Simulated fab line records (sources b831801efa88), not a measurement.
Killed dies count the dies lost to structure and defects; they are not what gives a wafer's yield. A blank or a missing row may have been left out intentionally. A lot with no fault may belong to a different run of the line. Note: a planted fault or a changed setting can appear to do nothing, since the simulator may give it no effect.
Which tool was responsible? / flow sky130 / 15 lots with 45 wafers sampled at 4 steps, on a route of 708 steps

WHAT THE GAUGES READ, wafer by wafer
SKY_VIA2_OVL_MEAS_13.
lot=L397; measured=day 36 05:02; on=overlay-02; VIA2_OVL (nm)=1 -4 -5
lot=L398; measured=day 36 13:24; on=overlay-01; VIA2_OVL (nm)=11 4 12
lot=L401; measured=day 38 05:37; on=overlay-01; VIA2_OVL (nm)=4 1 -5
lot=L405; measured=day 39 01:32; on=overlay-01; VIA2_OVL (nm)=5 14 11
lot=L406; measured=day 39 09:13; on=overlay-02; VIA2_OVL (nm)=8 2 2
lot=L407; measured=day 39 20:38; on=overlay-01; VIA2_OVL (nm)=0 -1 -5
lot=L410; measured=day 40 09:22; on=overlay-01; VIA2_OVL (nm)=8 3 12
lot=L411; measured=day 40 17:34; on=overlay-02; VIA2_OVL (nm)=2 9 -1
lot=L412; measured=day 40 21:42; on=overlay-01; VIA2_OVL (nm)=1 -4 1
lot=L413; measured=day 41 07:31; on=overlay-01; VIA2_OVL (nm)=0 5 0
lot=L414; measured=day 41 08:06; on=overlay-02; VIA2_OVL (nm)=3 2 6
lot=L415; measured=day 42 08:35; on=overlay-02; VIA2_OVL (nm)=-10 -5 -3
lot=L417; measured=day 42 20:37; on=overlay-02; VIA2_OVL (nm)=1 -7 -1
lot=L419; measured=day 43 01:28; on=overlay-01; VIA2_OVL (nm)=3 -1 2
lot=L418; measured=day 43 02:10; on=overlay-01; VIA2_OVL (nm)=-11 -4 -6

SKY_CAPM_OVL_MEAS_12.
lot=L397; measured=day 37 07:31; on=overlay-01; CAPM_OVL (nm)=0.7 0.2 1.3
lot=L398; measured=day 37 17:11; on=overlay-02; CAPM_OVL (nm)=0.0 0.9 2.8
lot=L401; measured=day 39 08:16; on=overlay-01; CAPM_OVL (nm)=1.0 1.7 0.1
lot=L405; measured=day 40 04:05; on=overlay-01; CAPM_OVL (nm)=0.2 1.3 1.9
lot=L406; measured=day 40 11:24; on=overlay-02; CAPM_OVL (nm)=-1.1 0.3 -2.7
lot=L407; measured=day 40 22:43; on=overlay-01; CAPM_OVL (nm)=-0.1 0.2 -1.4
lot=L410; measured=day 41 10:55; on=overlay-01; CAPM_OVL (nm)=0.4 -0.5 1.6
lot=L411; measured=day 41 19:16; on=overlay-02; CAPM_OVL (nm)=-1.3 -1.5 -0.6
lot=L412; measured=day 41 22:31; on=overlay-01; CAPM_OVL (nm)=0.7 2.2 2.0
lot=L413; measured=day 42 09:07; on=overlay-01; CAPM_OVL (nm)=-0.4 -0.8 1.5
lot=L414; measured=day 42 09:57; on=overlay-01; CAPM_OVL (nm)=-1.8 2.1 1.0
lot=L415; measured=day 43 08:10; on=overlay-01; CAPM_OVL (nm)=-1.2 1.0 -0.3
lot=L417; measured=day 43 21:04; on=overlay-02; CAPM_OVL (nm)=-0.2 -2.0 -0.7
lot=L419; measured=day 44 01:55; on=overlay-02; CAPM_OVL (nm)=4.3 2.5 3.6
lot=L418; measured=day 44 02:35; on=overlay-01; CAPM_OVL (nm)=-0.6 -0.7 -1.3

WHICH TOOL RAN EACH LOT (tool, then ch and the chambers of the sampled wafers, then the start)
lot=L397; SKY_METAL3_SPUTTER_03=pvd_sputter-04, day 36 06:31; SKY_CAPM_CVD_00=pecvd-02 ch 0,1, day 36 06:35
lot=L398; SKY_METAL3_SPUTTER_03=pvd_sputter-04, day 36 14:53; SKY_CAPM_CVD_00=pecvd-02 ch 0,1,2, day 36 14:58
lot=L401; SKY_METAL3_SPUTTER_03=pvd_sputter-02, day 38 07:28; SKY_CAPM_CVD_00=pecvd-02 ch 1,2, day 38 07:32
lot=L405; SKY_METAL3_SPUTTER_03=pvd_sputter-03, day 39 03:04; SKY_CAPM_CVD_00=pecvd-02 ch 1,2, day 39 03:08
lot=L406; SKY_METAL3_SPUTTER_03=pvd_sputter-04, day 39 10:45; SKY_CAPM_CVD_00=pecvd-01 ch 0,2, day 39 10:49
lot=L407; SKY_METAL3_SPUTTER_03=pvd_sputter-04, day 39 22:08; SKY_CAPM_CVD_00=pecvd-02 ch 0,1,2, day 39 22:11
lot=L410; SKY_METAL3_SPUTTER_03=pvd_sputter-02, day 40 10:52; SKY_CAPM_CVD_00=pecvd-02 ch 0,1,2, day 40 10:56
lot=L411; SKY_METAL3_SPUTTER_03=pvd_sputter-04, day 40 19:03; SKY_CAPM_CVD_00=pecvd-02 ch 0,1, day 40 19:07
lot=L412; SKY_METAL3_SPUTTER_03=pvd_sputter-03, day 40 23:11; SKY_CAPM_CVD_00=pecvd-01 ch 0,2, day 40 23:15
lot=L413; SKY_METAL3_SPUTTER_03=pvd_sputter-02, day 41 09:01; SKY_CAPM_CVD_00=pecvd-04 ch 0,1,2, day 41 09:05
lot=L414; SKY_METAL3_SPUTTER_03=pvd_sputter-03, day 41 09:35; SKY_CAPM_CVD_00=pecvd-01 ch 1,2, day 41 09:38
lot=L415; SKY_METAL3_SPUTTER_03=pvd_sputter-02, day 42 10:05; SKY_CAPM_CVD_00=pecvd-04 ch 1,2, day 42 10:10
lot=L417; SKY_METAL3_SPUTTER_03=pvd_sputter-03, day 42 22:10; SKY_CAPM_CVD_00=pecvd-04 ch 0,1,2, day 42 22:13
lot=L419; SKY_METAL3_SPUTTER_03=pvd_sputter-02, day 43 02:57; SKY_CAPM_CVD_00=pecvd-02 ch 1,2, day 43 03:01
lot=L418; SKY_METAL3_SPUTTER_03=pvd_sputter-02, day 43 03:42; SKY_CAPM_CVD_00=pecvd-02 ch 1,2, day 43 03:46
- SKY_METAL3_SPUTTER_03: material Ti, target thk 5 nm, time 3.3 s.
- SKY_CAPM_CVD_00: deposits SiO2, target thk 15.5 nm.

WHAT THE TOOLS THEMSELVES READ (means of the sampled wafers that have a number; where no wafer has one, the mark that the record gives instead)
SKY_METAL3_SPUTTER_03.
lot=L397; tool=pvd_sputter-04; cathode_dc_power_W (W)=2999.5; chamber_pressure_pa (Pa)=0.4004; throttle_valve_pct (%)=29.8
lot=L398; tool=pvd_sputter-04; cathode_dc_power_W (W)=2999.6; chamber_pressure_pa (Pa)=0.4005; throttle_valve_pct (%)=30.9
lot=L401; tool=pvd_sputter-02; cathode_dc_power_W (W)=2999.9; chamber_pressure_pa (Pa)=0.4000; throttle_valve_pct (%)=29.4
lot=L405; tool=pvd_sputter-03; cathode_dc_power_W (W)=-; chamber_pressure_pa (Pa)=-; throttle_valve_pct (%)=-
lot=L406; tool=pvd_sputter-04; cathode_dc_power_W (W)=-; chamber_pressure_pa (Pa)=-; throttle_valve_pct (%)=-
lot=L407; tool=pvd_sputter-04; cathode_dc_power_W (W)=-; chamber_pressure_pa (Pa)=-; throttle_valve_pct (%)=-
lot=L410; tool=pvd_sputter-02; cathode_dc_power_W (W)=3000.2; chamber_pressure_pa (Pa)=0.4009; throttle_valve_pct (%)=29.1
lot=L411; tool=pvd_sputter-04; cathode_dc_power_W (W)=2999.8; chamber_pressure_pa (Pa)=0.4002; throttle_valve_pct (%)=30.5
lot=L412; tool=pvd_sputter-03; cathode_dc_power_W (W)=3000.3; chamber_pressure_pa (Pa)=0.4002; throttle_valve_pct (%)=29.4
lot=L413; tool=pvd_sputter-02; cathode_dc_power_W (W)=3000.6; chamber_pressure_pa (Pa)=0.4000; throttle_valve_pct (%)=29.3
lot=L414; tool=pvd_sputter-03; cathode_dc_power_W (W)=2999.7; chamber_pressure_pa (Pa)=0.4003; throttle_valve_pct (%)=29.3
lot=L415; tool=pvd_sputter-02; cathode_dc_power_W (W)=3000.2; chamber_pressure_pa (Pa)=0.3998; throttle_valve_pct (%)=29.5
lot=L417; tool=pvd_sputter-03; cathode_dc_power_W (W)=3000.4; chamber_pressure_pa (Pa)=0.4007; throttle_valve_pct (%)=29.4
lot=L419; tool=pvd_sputter-02; cathode_dc_power_W (W)=3000.0; chamber_pressure_pa (Pa)=0.3999; throttle_valve_pct (%)=30.3
lot=L418; tool=pvd_sputter-02; cathode_dc_power_W (W)=2999.4; chamber_pressure_pa (Pa)=0.3996; throttle_valve_pct (%)=29.2

SKY_CAPM_CVD_00.
lot=L397; tool=pecvd-02; heater_power_w (W)=652
lot=L398; tool=pecvd-02; heater_power_w (W)=636
lot=L401; tool=pecvd-02; heater_power_w (W)=566
lot=L405; tool=pecvd-02; heater_power_w (W)=600
lot=L406; tool=pecvd-01; heater_power_w (W)=770
lot=L407; tool=pecvd-02; heater_power_w (W)=739
lot=L410; tool=pecvd-02; heater_power_w (W)=714
lot=L411; tool=pecvd-02; heater_power_w (W)=612
lot=L412; tool=pecvd-01; heater_power_w (W)=747
lot=L413; tool=pecvd-04; heater_power_w (W)=692
lot=L414; tool=pecvd-01; heater_power_w (W)=594
lot=L415; tool=pecvd-04; heater_power_w (W)=662
lot=L417; tool=pecvd-04; heater_power_w (W)=707
lot=L419; tool=pecvd-02; heater_power_w (W)=574
lot=L418; tool=pecvd-02; heater_power_w (W)=635

THE ANSWER, worked out from the rows above alone
Rule: usual is defined by the lots themselves. The widest of any qualifying gaps counts: lots, ordered by their means at a reading, are off when they make up no more than a third of the lots, leave a main group of 4 or more, and stand apart from it by 3 or more times the standard deviation of that group's means. Not used: any main group whose means are identical at the precision the tables above print for the reading. Also off: a lot with no number at a reading for which 4 or more lots have one. Any other lot the step has rows for is counted as sound. Order of review: gauges by route order, followed by the tools' own readings, for which a lot's mean as printed above is used. At the first step where some lot is off, the reading lying furthest off is the one used; lots without a number count as furthest.
Off, at SKY_METAL3_SPUTTER_03 on cathode_dc_power_W: L405, L406, L407. Without a number there: L405, L406, L407. The main group: mean 3000.0 W, standard deviation 0.36.
A tool fits if, at that step or a process step before it, it ran every lot that is off, and no sound lot after the first of them. No candidate that was tried fits.

WHAT HAD BEEN PUT IN BY THE SIMULATOR
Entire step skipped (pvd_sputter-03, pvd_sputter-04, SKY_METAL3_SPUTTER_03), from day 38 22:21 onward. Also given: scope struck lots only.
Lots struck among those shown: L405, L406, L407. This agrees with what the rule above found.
